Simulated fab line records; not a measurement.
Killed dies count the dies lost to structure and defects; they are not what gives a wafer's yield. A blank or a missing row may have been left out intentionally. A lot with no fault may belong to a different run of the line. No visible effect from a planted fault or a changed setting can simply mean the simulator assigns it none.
Matching of chambers + flow gf180mcu + GF_V2_CVD_02 on pecvd-03 has 3 sister chambers
The step deposits SiO2 from TEOS, target thk 850 nm, time 94.851 s. 3 wafers are shown with their chamber, then 7 later ones without.

== WAFERS PAIRED WITH THEIR CHAMBERS ==
| wafer  | chamber | heater_power_w (W) |
|--------|---------|--------------------|
| L960.1 | 1       | 655                |
| L970.4 | 2       | 488                |
| L970.5 | 0       | 1029               |

== WAFERS WITH NO CHAMBER GIVEN ==
| wafer  | heater_power_w (W) |
|--------|--------------------|
| L970.6 | 534                |
| L973.1 | 513                |
| L973.4 | 653                |
| L973.5 | 557                |
| L976.1 | 1021               |
| L976.2 | 554                |
| L976.5 | 647                |

== CHAMBER TAKEN BY EACH ==
| wafer  | from the rows above     | in truth |
|--------|-------------------------|----------|
| L970.6 | can't be placed: 2 or 1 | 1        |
| L973.1 | 2                       | 2        |
| L973.4 | 1                       | 1        |
| L973.5 | can't be placed: 2 or 1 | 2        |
| L976.1 | 0                       | 0        |
| L976.2 | can't be placed: 2 or 1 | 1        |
| L976.5 | 1                       | 1        |
Correctly placed: 4 of 7. These rows do not allow placing 3 (true chamber among the candidates in 3). 0 placed wrongly.
How it was worked out, from the rows above alone: a wafer's distance from a chamber is the root of the sum, over the readings, of the square of ((its reading less the chamber's mean) divided by the reading's scatter). If the next closest chamber is less than 2 further off than the closest, the wafer can't be placed; otherwise it belongs to the closest. Each chamber's mean is taken over the wafers shown for it. The scatter (one wafer shown for each chamber): square how far every hidden wafer sits from the nearest shown wafer, average those squares and take the square root.
